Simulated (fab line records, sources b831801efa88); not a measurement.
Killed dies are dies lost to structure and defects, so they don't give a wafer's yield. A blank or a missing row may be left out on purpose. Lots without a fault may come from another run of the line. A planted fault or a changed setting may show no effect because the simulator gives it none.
Which tool did it? | flow sky130 | 24 lots, 72 wafers sampled, at 5 steps of a route of 708

WHAT THE GAUGES READ, wafer by wafer
SKY_VIA2_THK_MEAS_01.
lot  | measured     | on            | VIA2_HDPCVD_THK (nm)
L074 | day 35 02:31 | film_metro-03 | 1167 1183 1164
L075 | day 35 06:46 | film_metro-01 | 1180 1161 1171
L076 | day 35 15:28 | film_metro-03 | 1193 1199 1176
L077 | day 35 22:49 | film_metro-04 | 1170 1156 1180
L078 | day 36 08:40 | film_metro-01 | 1178 1173 1180
L079 | day 36 20:02 | film_metro-01 | 1154 1161 1154
L080 | day 36 21:23 | film_metro-04 | 1177 1169 1188
L081 | day 37 10:31 | film_metro-01 | 1171 1162 1171
L082 | day 38 01:04 | film_metro-04 | 1168 1175 1188
L083 | day 38 04:35 | film_metro-03 | 1155 1161 1160
L084 | day 38 11:50 | film_metro-04 | 1175 1183 1183
L085 | day 38 14:52 | film_metro-04 | 1185 1162 1176
L086 | day 39 02:50 | film_metro-04 | 1203 1177 1191
L087 | day 39 09:32 | film_metro-04 | 1194 1173 1184
L088 | day 39 11:53 | film_metro-03 | 1165 1145 1152
L089 | day 40 00:50 | film_metro-01 | 1192 1186 1186
L090 | day 40 05:29 | film_metro-04 | 1178 1177 1187
L091 | day 40 12:41 | film_metro-01 | 1199 1194 1201
L092 | day 40 14:27 | film_metro-04 | 1160 1166 1180
L094 | day 41 09:59 | film_metro-03 | 1165 1149 1150
L093 | day 41 12:08 | film_metro-04 | 1190 1166 1161
L095 | day 41 13:15 | film_metro-03 | 1167 1148 1160
L096 | day 41 19:00 | film_metro-04 | 1160 1174 1165
L097 | day 42 00:01 | film_metro-03 | 1170 1159 1172

SKY_VIA3_THK_MEAS_23: measures by xrf.
lot  | measured     | on            | VIA3_W_THK (nm)
L074 | day 39 15:05 | film_metro-01 | 396 393 398
L075 | day 39 18:30 | film_metro-03 | 397 394 393
L076 | day 40 02:59 | film_metro-01 | 398 394 400
L077 | day 40 09:44 | film_metro-02 | 409 406 411
L078 | day 40 18:13 | film_metro-02 | 399 403 399
L079 | day 41 05:02 | film_metro-02 | 397 401 402
L080 | day 41 08:28 | film_metro-03 | 393 396 393
L081 | day 41 19:14 | film_metro-01 | 396 397 394
L082 | day 42 07:41 | film_metro-02 | 406 400 402
L083 | day 42 12:37 | film_metro-02 | 404 404 406
L084 | day 42 16:41 | film_metro-03 | 391 401 397
L085 | day 42 20:15 | film_metro-03 | 392 397 396
L086 | day 43 07:27 | film_metro-02 | 399 401 394
L087 | day 43 14:18 | film_metro-01 | 400 400 406
L088 | day 43 16:51 | film_metro-03 | 390 389 396
L089 | day 44 03:40 | film_metro-02 | 404 399 405
L090 | day 44 07:13 | film_metro-03 | 398 397 391
L091 | day 44 14:37 | film_metro-01 | 395 403 402
L092 | day 44 17:28 | film_metro-02 | 397 404 402
L094 | day 45 10:59 | film_metro-03 | 390 398 392
L093 | day 45 12:29 | film_metro-03 | 395 401 391
L095 | day 45 13:21 | film_metro-01 | 399 402 401
L096 | day 45 18:56 | film_metro-01 | 402 410 400
L097 | day 45 22:52 | film_metro-02 | 402 405 399

SKY_METAL4_OVL_MEAS_14.
lot  | measured     | on         | METAL4_OVL (nm)
L074 | day 41 15:59 | overlay-02 | 5 1 4
L075 | day 41 19:10 | overlay-02 | 13 11 4
L076 | day 42 03:28 | overlay-01 | 3 3 -2
L077 | day 42 10:40 | overlay-01 | 1 1 5
L078 | day 42 18:37 | overlay-02 | 3 3 7
L079 | day 43 04:49 | overlay-02 | 6 1 3
L080 | day 43 08:57 | overlay-01 | 16 16 14
L081 | day 43 19:40 | overlay-01 | 1 -3 -3
L082 | day 44 06:16 | overlay-02 | 1 -2 10
L083 | day 44 11:48 | overlay-02 | 4 3 7
L084 | day 44 14:58 | overlay-02 | -5 4 5
L085 | day 44 17:42 | overlay-01 | 0 3 -6
L086 | day 45 05:01 | overlay-02 | 14 -1 -5
L087 | day 45 11:58 | overlay-01 | -2 -4 -3
L088 | day 45 14:46 | overlay-01 | -2 -7 -1
L089 | day 45 22:52 | overlay-01 | 13 14 7
L090 | day 46 03:49 | overlay-01 | 13 -1 4
L091 | day 46 10:34 | overlay-02 | 4 3 -2
L092 | day 46 12:55 | overlay-01 | 4 0 6
L094 | day 47 05:19 | overlay-02 | 4 2 -2
L093 | day 47 05:55 | overlay-01 | 8 -1 6
L095 | day 47 07:23 | overlay-02 | -5 4 0
L096 | day 47 12:38 | overlay-01 | 2 -4 -9
L097 | day 47 16:35 | overlay-02 | 8 9 7

WHICH TOOL RAN EACH LOT (tool, then ch and the chambers of the sampled wafers, then the start)
lot  | SKY_LDD_P_STRIP_10                   | SKY_CAP2M_STRIP_14
L074 | plasma_asher-01 ch 0,1, day 18 20:29 | plasma_asher-02 ch 0,1, day 40 15:58
L075 | plasma_asher-01 ch 0,1, day 19 04:36 | plasma_asher-01 ch 0,1, day 40 18:44
L076 | plasma_asher-01 ch 0,1, day 19 12:48 | plasma_asher-01 ch 0,1, day 41 03:07
L077 | plasma_asher-04 ch 0,1, day 20 02:49 | plasma_asher-02 ch 0,1, day 41 10:13
L078 | plasma_asher-04 ch 0,1, day 20 09:44 | plasma_asher-01 ch 0,1, day 41 18:40
L079 | plasma_asher-03 ch 0,1, day 20 23:21 | plasma_asher-02 ch 0,1, day 42 05:05
L080 | plasma_asher-04 ch 0,1, day 21 00:36 | plasma_asher-02 ch 0,1, day 42 09:07
L081 | plasma_asher-01 ch 0,1, day 21 17:58 | plasma_asher-02 ch 0,1, day 42 20:20
L082 | plasma_asher-01 ch 1, day 22 10:24   | plasma_asher-02 ch 0,1, day 43 07:14
L083 | plasma_asher-04 ch 0,1, day 22 16:06 | plasma_asher-02 ch 0,1, day 43 12:35
L084 | plasma_asher-03 ch 0,1, day 22 21:27 | plasma_asher-02 ch 0, day 43 16:25
L085 | plasma_asher-01 ch 1, day 23 01:57   | plasma_asher-01 ch 0,1, day 43 18:56
L086 | plasma_asher-01 ch 0,1, day 23 15:03 | plasma_asher-03 ch 0,1, day 44 06:05
L087 | plasma_asher-04 ch 0,1, day 24 01:38 | plasma_asher-01 ch 0,1, day 44 13:34
L088 | plasma_asher-01 ch 1, day 24 03:21   | plasma_asher-01 ch 0,1, day 44 16:05
L089 | plasma_asher-03 ch 0,1, day 24 19:43 | plasma_asher-03 ch 0,1, day 45 02:11
L090 | plasma_asher-01 ch 0,1, day 24 22:24 | plasma_asher-02 ch 0,1, day 45 05:57
L091 | plasma_asher-04 ch 0,1, day 25 09:03 | plasma_asher-03 ch 0,1, day 45 13:11
L092 | plasma_asher-01 ch 0,1, day 25 10:45 | plasma_asher-02 ch 0,1, day 45 15:37
L094 | plasma_asher-03 ch 0,1, day 26 10:12 | plasma_asher-03 ch 1, day 46 08:13
L093 | plasma_asher-01 ch 0,1, day 26 14:33 | plasma_asher-03 ch 0,1, day 46 09:27
L095 | plasma_asher-01 ch 0,1, day 26 15:53 | plasma_asher-03 ch 0,1, day 46 11:18
L096 | plasma_asher-03 ch 0,1, day 26 22:54 | plasma_asher-01 ch 0,1, day 46 16:01
L097 | plasma_asher-03 ch 0,1, day 27 04:02 | plasma_asher-02 ch 0,1, day 46 20:16
- SKY_LDD_P_STRIP_10: strips in O2/N2.
- SKY_CAP2M_STRIP_14: strips in O2/N2.

WHAT THE TOOLS THEMSELVES READ (means of the sampled wafers that have a number; where no wafer has one, the mark that the record gives instead)
SKY_LDD_P_STRIP_10.
lot  | tool            | drypump_motor_current_A (A) | o2_flow_sccm (sccm) | oes_product_au (a.u.) | strip_time_to_endpoint_s (s)
L074 | plasma_asher-01 | 5.3                         | 2999                | 0.713                 | 14.10
L075 | plasma_asher-01 | 5.4                         | 2994                | 0.718                 | 14.13
L076 | plasma_asher-01 | 5.6                         | 2999                | 0.721                 | 14.30
L077 | plasma_asher-04 | 6.1                         | 3007                | 0.716                 | 14.19
L078 | plasma_asher-04 | 6.0                         | 3003                | 0.715                 | 14.22
L079 | plasma_asher-03 | 5.7                         | 2986                | 0.716                 | 14.28
L080 | plasma_asher-04 | 6.1                         | 3002                | 0.712                 | 14.26
L081 | plasma_asher-01 | 5.6                         | 3004                | 0.716                 | 14.19
L082 | plasma_asher-01 | 5.2                         | 2994                | 0.717                 | 14.17
L083 | plasma_asher-04 | 6.0                         | 3010                | 0.713                 | 14.22
L084 | plasma_asher-03 | 5.7                         | 2993                | 0.716                 | 14.19
L085 | plasma_asher-01 | 5.2                         | 2996                | 0.710                 | 14.22
L086 | plasma_asher-01 | 5.6                         | 2998                | 0.717                 | 14.13
L087 | plasma_asher-04 | 6.0                         | 2997                | 0.716                 | 14.21
L088 | plasma_asher-01 | 5.2                         | 3010                | 0.715                 | 14.20
L089 | plasma_asher-03 | 5.7                         | 3006                | 0.712                 | 14.23
L090 | plasma_asher-01 | 5.6                         | 2994                | 0.714                 | 14.15
L091 | plasma_asher-04 | 6.2                         | 3005                | 0.714                 | 14.16
L092 | plasma_asher-01 | 5.3                         | 3001                | 0.715                 | 14.19
L094 | plasma_asher-03 | 5.8                         | 3009                | 0.720                 | 14.25
L093 | plasma_asher-01 | 5.4                         | 3001                | 0.715                 | 14.16
L095 | plasma_asher-01 | 5.3                         | 2994                | 0.714                 | 14.15
L096 | plasma_asher-03 | 5.7                         | 3008                | 0.718                 | 14.17
L097 | plasma_asher-03 | 5.7                         | 2991                | 0.717                 | 14.25

SKY_CAP2M_STRIP_14.
lot  | tool            | drypump_motor_current_A (A) | o2_flow_sccm (sccm) | oes_product_au (a.u.) | strip_time_to_endpoint_s (s)
L074 | plasma_asher-02 | 5.9                         | 3003                | 0.712                 | 12.68
L075 | plasma_asher-01 | 5.4                         | 3007                | 0.713                 | 12.54
L076 | plasma_asher-01 | 5.4                         | 2997                | 0.710                 | 12.68
L077 | plasma_asher-02 | 5.7                         | 2989                | 0.709                 | 12.74
L078 | plasma_asher-01 | 5.3                         | 3002                | 0.710                 | 12.70
L079 | plasma_asher-02 | 5.7                         | 3007                | 0.709                 | 12.66
L080 | plasma_asher-02 | 5.9                         | 2997                | 0.711                 | 12.61
L081 | plasma_asher-02 | 5.7                         | 2998                | 0.715                 | 12.67
L082 | plasma_asher-02 | 5.7                         | 2997                | 0.710                 | 12.65
L083 | plasma_asher-02 | 5.7                         | 3002                | 0.712                 | 12.65
L084 | plasma_asher-02 | 5.5                         | 3012                | 0.710                 | 12.65
L085 | plasma_asher-01 | 5.4                         | 3002                | 0.710                 | 12.64
L086 | plasma_asher-03 | 5.9                         | 3001                | 0.708                 | 12.75
L087 | plasma_asher-01 | 5.6                         | 2997                | 0.710                 | 12.67
L088 | plasma_asher-01 | 5.4                         | 3004                | 0.710                 | 12.63
L089 | plasma_asher-03 | 5.9                         | 2992                | 0.706                 | 12.66
L090 | plasma_asher-02 | 5.9                         | 3016                | 0.707                 | 12.64
L091 | plasma_asher-03 | 5.7                         | 2987                | 0.711                 | 12.65
L092 | plasma_asher-02 | 5.9                         | 2989                | 0.710                 | 12.61
L094 | plasma_asher-03 | 6.1                         | 2988                | 0.709                 | 12.66
L093 | plasma_asher-03 | 5.8                         | 3007                | 0.707                 | 12.57
L095 | plasma_asher-03 | 5.9                         | 3006                | 0.710                 | 12.64
L096 | plasma_asher-01 | 5.6                         | 3002                | 0.710                 | 12.65
L097 | plasma_asher-02 | 5.9                         | 3002                | 0.717                 | 12.69

THE ANSWER, worked out from the rows above alone
Rule: what is usual is taken from the lots themselves. Put in order of their means at a reading, lots are off if they are a third of the lots or fewer, leave a main group of 4 or more, and stand apart from it by a gap of 3 or more times the standard deviation of the main group's means; of several such gaps the widest counts. A main group whose means are all the same, to the digits that the tables above print for the reading, isn't used. A lot without any number at a reading at which 4 lots or more have one is off too. The other lots that the step has rows for count as sound. The gauges are gone through in route order, then the tools' own readings, and for those a lot's mean is taken as printed above. The first step at which some lot is off is used, and at that step the reading that is off furthest; a lot without a number counts as furthest.
No lot is off at any reading shown: from this, nothing can be told.

WHAT THE SIMULATOR HAD PUT IN
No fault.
